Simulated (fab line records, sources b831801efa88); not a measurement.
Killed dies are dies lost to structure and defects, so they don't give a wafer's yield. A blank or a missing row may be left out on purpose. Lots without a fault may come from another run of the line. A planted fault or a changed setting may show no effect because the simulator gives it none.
Which tool did it? | flow gf180mcu | 14 lots, 42 wafers sampled, at 3 steps of a route of 602

WHAT THE GAUGES READ, wafer by wafer
GF_VT_IMPLANT_TW_MEAS_21.
lot  | measured     | on            | VT_IMPLANT_2_TW
L711 | day 6 12:13  | film_metro-04 | 1200 1194 1200
L712 | day 6 17:37  | film_metro-04 | 1199 1204 1202
L713 | day 7 01:05  | film_metro-03 | 1229 1229 1236
L715 | day 7 11:37  | film_metro-01 | 1209 1205 1204
L717 | day 8 03:13  | film_metro-03 | 1232 1232 1224
L719 | day 8 11:20  | film_metro-04 | 1196 1204 1197
L720 | day 8 16:35  | film_metro-03 | 1228 1238 1225
L724 | day 9 19:26  | film_metro-01 | 1204 1202 1203
L727 | day 10 15:51 | film_metro-03 | 1233 1220 1226
L729 | day 11 03:36 | film_metro-01 | 1213 1214 1218
L730 | day 11 09:20 | film_metro-01 | 1213 1211 1210
L732 | day 11 21:39 | film_metro-01 | 1211 1216 1217
L733 | day 12 03:13 | film_metro-03 | 1230 1226 1226
L734 | day 12 08:41 | film_metro-01 | 1211 1215 1211

WHICH TOOL RAN EACH LOT (tool, then ch and the chambers of the sampled wafers, then the start)
lot  | GF_MVPSD_DEVELOP_06               | GF_VT_IMPLANT_STRIP_20
L711 | litho_track-01 ch 0, day 5 04:00  | plasma_asher-02 ch 0,1, day 6 12:07
L712 | litho_track-03 ch 0, day 5 10:00  | plasma_asher-02 ch 0,1, day 6 17:31
L713 | litho_track-02 ch 0, day 5 16:00  | plasma_asher-02 ch 0,1, day 7 00:59
L715 | litho_track-01 ch 0, day 6 02:00  | plasma_asher-01 ch 0,1, day 7 11:31
L717 | litho_track-01 ch 0, day 6 18:00  | plasma_asher-04 ch 0,1, day 8 03:07
L719 | litho_track-01 ch 0, day 7 01:00  | plasma_asher-01 ch 0,1, day 8 11:14
L720 | litho_track-03 ch 0, day 7 06:00  | plasma_asher-04 ch 0,1, day 8 16:29
L724 | litho_track-03 ch 0, day 8 09:00  | plasma_asher-02 ch 0,1, day 9 19:20
L727 | litho_track-03 ch 0, day 9 03:00  | plasma_asher-04 ch 0,1, day 10 15:46
L729 | litho_track-03 ch 0, day 9 14:00  | plasma_asher-01 ch 0,1, day 11 03:31
L730 | litho_track-02 ch 0, day 9 19:00  | plasma_asher-02 ch 0,1, day 11 09:13
L732 | litho_track-02 ch 0, day 10 07:00 | plasma_asher-04 ch 0,1, day 11 21:33
L733 | litho_track-01 ch 0, day 10 13:00 | plasma_asher-01 ch 1, day 12 03:07
L734 | litho_track-01 ch 0, day 10 18:00 | plasma_asher-04 ch 0,1, day 12 08:35
- GF_MVPSD_DEVELOP_06: develop time 60 s.
- GF_VT_IMPLANT_STRIP_20: strips in O2/N2.

WHAT THE TOOLS THEMSELVES READ (means of the sampled wafers that have a number; where no wafer has one, the mark that the record gives instead)
GF_MVPSD_DEVELOP_06.
lot  | tool           | developer_temp_C (C)
L711 | litho_track-01 | 23.08
L712 | litho_track-03 | 23.02
L713 | litho_track-02 | 22.98
L715 | litho_track-01 | 22.94
L717 | litho_track-01 | 22.09
L719 | litho_track-01 | 22.06
L720 | litho_track-03 | 22.97
L724 | litho_track-03 | 23.04
L727 | litho_track-03 | 23.00
L729 | litho_track-03 | 23.03
L730 | litho_track-02 | 23.11
L732 | litho_track-02 | 22.96
L733 | litho_track-01 | 22.90
L734 | litho_track-01 | 22.96

GF_VT_IMPLANT_STRIP_20.
lot  | tool            | drypump_motor_current_A (A) | heater_power_w (W) | o2_flow_sccm (sccm) | oes_product_au (a.u.) | platen_temp_c (C) | strip_time_to_endpoint_s (s)
L711 | plasma_asher-02 | 6.3                         | 321                | 3007                | 0.711                 | 249.82            | 12.66
L712 | plasma_asher-02 | 6.2                         | 327                | 2996                | 0.717                 | 250.11            | 12.66
L713 | plasma_asher-02 | 6.0                         | 340                | 2997                | 0.714                 | 250.00            | 12.68
L715 | plasma_asher-01 | 5.7                         | 290                | 2999                | 0.718                 | 249.92            | 12.67
L717 | plasma_asher-04 | 5.8                         | 329                | 3001                | 0.717                 | 249.91            | 12.61
L719 | plasma_asher-01 | 5.5                         | 289                | 3011                | 0.716                 | 250.17            | 12.60
L720 | plasma_asher-04 | 5.9                         | 330                | 3001                | 0.717                 | 250.14            | 12.65
L724 | plasma_asher-02 | 6.3                         | 325                | 3008                | 0.719                 | 249.87            | 12.59
L727 | plasma_asher-04 | 5.9                         | 334                | 3000                | 0.716                 | 250.00            | 12.64
L729 | plasma_asher-01 | 5.7                         | 284                | 3010                | 0.708                 | 249.86            | 12.61
L730 | plasma_asher-02 | 6.0                         | 335                | 2997                | 0.716                 | 250.02            | 12.66
L732 | plasma_asher-04 | 5.8                         | 330                | 3004                | 0.717                 | 250.23            | 12.65
L733 | plasma_asher-01 | 5.4                         | 306                | 3003                | 0.717                 | 250.07            | 12.63
L734 | plasma_asher-04 | 5.8                         | 330                | 2997                | 0.720                 | 250.21            | 12.69

THE ANSWER, worked out from the rows above alone
Rule: what is usual is taken from the lots themselves. Put in order of their means at a reading, lots are off if they are a third of the lots or fewer, leave a main group of 4 or more, and stand apart from it by a gap of 3 or more times the standard deviation of the main group's means; of several such gaps the widest counts. A main group whose means are all the same, to the digits that the tables above print for the reading, isn't used. A lot without any number at a reading at which 4 lots or more have one is off too. The other lots that the step has rows for count as sound. The gauges are gone through in route order, then the tools' own readings, and for those a lot's mean is taken as printed above. The first step at which some lot is off is used, and at that step the reading that is off furthest; a lot without a number counts as furthest.
Off: L717, L719, at GF_MVPSD_DEVELOP_06 (developer_temp_C). The main group: mean 23.00 C, standard deviation 0.057.
A tool fits if, at that step or a process step before it, it ran every lot that is off, and no sound lot after the first of them. None of those tried fits.

WHAT THE SIMULATOR HAD PUT IN
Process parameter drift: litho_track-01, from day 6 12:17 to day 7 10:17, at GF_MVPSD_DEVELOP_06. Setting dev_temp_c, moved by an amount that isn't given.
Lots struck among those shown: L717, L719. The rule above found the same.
